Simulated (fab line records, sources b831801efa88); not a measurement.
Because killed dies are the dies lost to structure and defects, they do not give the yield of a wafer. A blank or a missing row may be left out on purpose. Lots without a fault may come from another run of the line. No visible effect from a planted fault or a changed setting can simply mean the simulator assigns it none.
Struck lot and sound lot, side by side | flow sky130 | 43 steps out of a route of 708
Sound: wafers L224.3, L224.5, L224.6. Struck: wafer L211.3 (L211.1, L211.4, from the same lot, were not struck and are left out); the cause is given at the end.
At each step with rows: each side's tool, then ch and its chambers, then its first start. Under that, the readings that differ: sound wafers | struck wafers | difference of the means | sigmas: that difference in standard deviations of wafers without a fault.
alike: a reading whose means differ by less than 2 such deviations, as well as words and numbers matching on both sides. not compared: withheld readings; readings where some wafer has no value; bounds like >300 that might hide an equal value; numbers whose values overlap and for which the record gives no deviation.
A row with sigmas, a row that says differs or no value, or rows on one side alone: a step with any of these is where the two part. When numbers do not overlap yet have no deviation, they are printed without sigmas and do not part them. A reading missing from all wafers of one side parts the sides only when that side holds two or more wafers.

SKY_CAPM_SPUTTER_02: material TiN, target thk 200 nm, time 166.7 s.
  sound: pvd-sputter-01 at day 41 06:13; struck: pvd-sputter-01 at day 37 16:52
  alike: throttle-valve-pct
SKY_CAPM_RS_MEAS_03: measures by four-point-probe.
  sound: film-metro-01 at day 41 06:22; struck: film-metro-03 at day 37 16:59
  alike: CAPM_TIN_RS
SKY_CAPM_THK_MEAS_04: measures by xrf.
  sound: film-metro-01 at day 41 06:28; struck: film-metro-03 at day 37 17:06
  alike: CAPM_TIN_THK
then, 7 steps without rows for these wafers: SKY_CAPM_DEHYDRATE_05 (time 60 s); SKY_CAPM_HMDS_06 (prime time 60 s); SKY_CAPM_COAT_07 (resist thk 1140 nm); SKY_CAPM_SOFTBAKE_08 (time 60 s); SKY_CAPM_EXPOSE_09 (exposes mask CAPM, target cd 1000 nm); SKY_CAPM_PEB_10; SKY_CAPM_DEVELOP_11 (develop time 60 s).
SKY_CAPM_OVL_MEAS_12:
  sound: overlay-01 at day 42 05:58; struck: overlay-01 at day 38 17:38
  alike: CAPM_OVL
SKY_CAPM_METAL_ETCH_13: etches TiN in Cl2/BCl3, stops on SiO2, target depth 220 nm, time 62.9 s.
  sound on rie-metal-01 ch 0,1, day 42 06:01; struck on rie-metal-02 ch 1, day 38 17:40
  alike: drypump-motor-current-A, he-backside-leak-sccm, oes-product-au, throttle-valve-pct
  not compared: rf-hours-counter-h
SKY_CAPM_STRIP_14: strips in O2/N2.
  sound on plasma-asher-02 ch 0,1, day 42 06:06; struck on plasma-asher-02 ch 1, day 38 17:45
  reading               | sound             | struck | difference | sigmas
  oes-product-au (a.u.) | 0.723 0.712 0.715 | 0.699  | -0.018     | -4
  alike: drypump-motor-current-A, o2-flow-sccm, strip-time-to-endpoint-s
  not compared: rf-hours-counter-h
then, 11 steps without rows for these wafers: SKY_CAPM_STRIP_15 (strips in post etch residue remover, time 1200 s); SKY_CAPM_CLEAN_16 (cleans in IPA, time 180 s); SKY_CAPM_CLEAN_17 (cleans in O3/DIW); SKY_METAL3_DEHYDRATE_05 (time 60 s); SKY_METAL3_HMDS_06 (prime time 60 s); SKY_METAL3_COAT_07 (resist thk 60 nm); SKY_METAL3_COAT_08 (resist thk 1140 nm); SKY_METAL3_SOFTBAKE_09 (time 90 s); SKY_METAL3_EXPOSE_10 (exposes mask MM3, target cd 300 nm); SKY_METAL3_PEB_11; SKY_METAL3_DEVELOP_12 (develop time 60 s).
SKY_METAL3_CD_MEAS_13: target cd 300 nm.
  sound: cd-sem-01 at day 43 06:41; struck: cd-sem-01 at day 39 18:30
  alike: cd-nm
SKY_METAL3_OVL_MEAS_14:
  sound: overlay-02 at day 43 06:47; struck: overlay-01 at day 39 18:37
  alike: METAL3_OVL
SKY_METAL3_DESCUM_15: chemistry O2, time 8 s.
  sound on rie-metal-01 ch 0,1, day 43 06:49; struck on rie-metal-01 ch 1, day 39 18:40
  alike: drypump-motor-current-A, he-backside-leak-sccm, oes-product-au
  not compared: rf-hours-counter-h
SKY_METAL3_ETCH_16: etches BARC in N2/H2, stops on SiO2, time 85.97 s, target depth 60 nm.
  sound on rie-metal-01 ch 0,1, day 43 06:52; struck on rie-metal-01 ch 1, day 39 18:41
  alike: drypump-motor-current-A, h2-flow-sccm, he-backside-leak-sccm, oes-product-au, throttle-valve-pct
  not compared: rf-hours-counter-h
then, 7 steps without rows for these wafers: SKY_METAL3_ETCH_17 (etches SiO2 in C4F8/O2/Ar, stops on TiN, time 3.9 s, target depth 15 nm); SKY_METAL3_METAL_ETCH_18 (etches the open film in Cl2/BCl3, stops on SiO2, target depth 845 nm, time 183.1 s); SKY_METAL3_STRIP_19 (strips in O2/N2); SKY_METAL3_STRIP_20 (strips in post etch residue remover, time 1200 s); SKY_METAL3_CLEAN_21 (cleans in IPA, time 180 s); SKY_METAL3_CLEAN_22 (cleans in O3/DIW); SKY_VIA3_HDPCVD_00 (deposits SiO2, target thk 1635 nm, time 272.5 s).
SKY_VIA3_THK_MEAS_01:
  sound: film-metro-01 at day 43 07:55; struck: film-metro-04 at day 39 19:45
  alike: VIA3_HDPCVD_THK
SKY_VIA3_CMP_02: polishes SiO2.
  sound on cmp-02 ch 0,3, day 43 08:00; struck on cmp-01 ch 0, day 39 19:49
  alike: head-pressure-psi, motor-current-A
SKY_VIA3_BOW_MEAS_03:
  sound: film-metro-04 at day 43 08:17; struck: film-metro-01 at day 39 20:07
  alike: VIA3_BOW
then, 4 steps without rows for these wafers: SKY_VIA3_DEHYDRATE_04 (time 60 s); SKY_VIA3_HMDS_05 (prime time 60 s); SKY_VIA3_COAT_06 (resist thk 60 nm); SKY_VIA3_COAT_07 (resist thk 450 nm).
-- the record jumps here: 7 days lie between the struck wafers' starts before and after (it left off in module VIA3 and takes up again in module PAD_OPEN, whose first step shown is number 708 of the route) --
SKY_PAD_OPEN_PROBE_99:
  record: rows for the struck wafers here (prober-02, day 46 20:23), none for the sound ones

WHERE THEY PART
Last at SKY_PAD_OPEN_PROBE_99 as far as this record goes, first at SKY_CAPM_STRIP_14.

WHY: what the simulator had put in
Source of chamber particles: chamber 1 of plasma-asher-02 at SKY_CAPM_STRIP_14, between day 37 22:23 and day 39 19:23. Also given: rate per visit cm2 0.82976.
